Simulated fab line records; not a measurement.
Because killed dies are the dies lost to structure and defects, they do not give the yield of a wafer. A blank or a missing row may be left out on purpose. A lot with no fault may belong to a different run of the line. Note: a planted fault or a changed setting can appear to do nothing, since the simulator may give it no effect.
Code-filled problem report in 8D (eight disciplines) form	flow gf180mcu	the parts of the form that need people (team, actions taken, sign-off) are left out

== 1. PROBLEM STATEMENT ==
Wafers free of any fault read 268.9 (standard deviation 1.7) for VT_IMPLANT_3_TW at GF_VT_IMPLANT_TW_MEAS_32, against a mean of 193.6 on 6 wafers of 2 lots. That puts it -44 standard deviations away from the usual mean.
Seen first at day 12 04:22 on film metro-01, wafer L681.1. Wafers with a number at this step in the record: 42, from 14 lots. By rule, "out" or "out of limits" means more than 4 standard deviations away from the usual mean. The other wafers with a number count as sound.

== 2. WHAT THIS IS AND IS NOT ==
question	is	is not
which readings at this step	VT_IMPLANT_3_TW	-
which lots	L681, L684	L667, L668, L670, L672, L673, L675, L676, L677, L678, L680, L686, L687
which wafers of those lots	all that have a number	-
read on which gauges	film metro-01, film metro-04	film metro-02
when	from day 12 04:22	up to then (30 sound wafers); but 6 sound wafers of L686, L687 came after

== 3. SUSPECTS, AND WHAT RULES EACH OUT ==
Counting: a tool at a process step up to the reading stays a suspect if it ran every lot that is out and no sound lot after the first of them.
- the gauge at GF_VT_IMPLANT_TW_MEAS_32 has been ruled out. 2 gauges (film metro-01, film metro-04) read the wafers that are out.
- implanter-01 at GF_VT_IMPLANT_IMPLANT_30: kept. All lots that are out passed through it, beginning with L681 at day 12 04:07, and no sound lot followed; its final sound lot before that point was L677 at day 10 09:38. Its own dose ions cm2, faraday current uA readings are out on those wafers.
Left after counting: implanter-01 at GF_VT_IMPLANT_IMPLANT_30.

== 4. THE CAUSE (what the simulator had put in) ==
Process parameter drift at GF_VT_IMPLANT_IMPLANT_30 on implanter-01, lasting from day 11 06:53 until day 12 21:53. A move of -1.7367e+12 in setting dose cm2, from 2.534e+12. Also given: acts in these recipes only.
The count eliminated every tool but this one.

== 5. SEQUENCE OF EFFECTS, ordered by route ==
Each row: a reading whose mean over the struck wafers that have a number lies more than 3 standard deviations from the usual. Scope: only readings with a usual standard deviation given in the record; hours: median across lots of the time from each lot's start at the first step in this table that gives one to its start at this step; sigmas: change in usual standard deviations.
hours	step	reading	usual	on struck wafers	change	sigmas
0	GF_VT_IMPLANT_IMPLANT_30	dose ions cm2	2.534e+12	7.964e+11	-1.738e+12	-99 or more
0	GF_VT_IMPLANT_IMPLANT_30	faraday current uA	14.28	4.54	-9.74	-35
0	GF_VT_IMPLANT_TW_MEAS_32	VT_IMPLANT_3_TW	268.9	193.6	-75.3	-44
Process steps it contains:
- GF_VT_IMPLANT_IMPLANT_30
Later measuring or inspecting steps at which every struck wafer that the step has a row for has a number for every such reading, and none has moved that far: GF_VT_IMPLANT_RS_MEAS_46, GF_HV_LDD_THK_MEAS_55.

== 6. WHAT WOULD HAVE CAUGHT IT SOONER ==
In this record the first reading out of limits at a measuring or inspecting step was taken at day 12 04:22, 21 hours after the fault began at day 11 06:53.
Tool's own readings at GF_VT_IMPLANT_IMPLANT_30, dose ions cm2, faraday current uA: out on all struck wafers the step has rows for; an alarm limit on them would have tripped on the first.
Among the 2 lots that are out, L684 began GF_VT_IMPLANT_IMPLANT_30 on implanter-01 after day 12 04:22. It would have been spared by a hold on the tool at that moment.
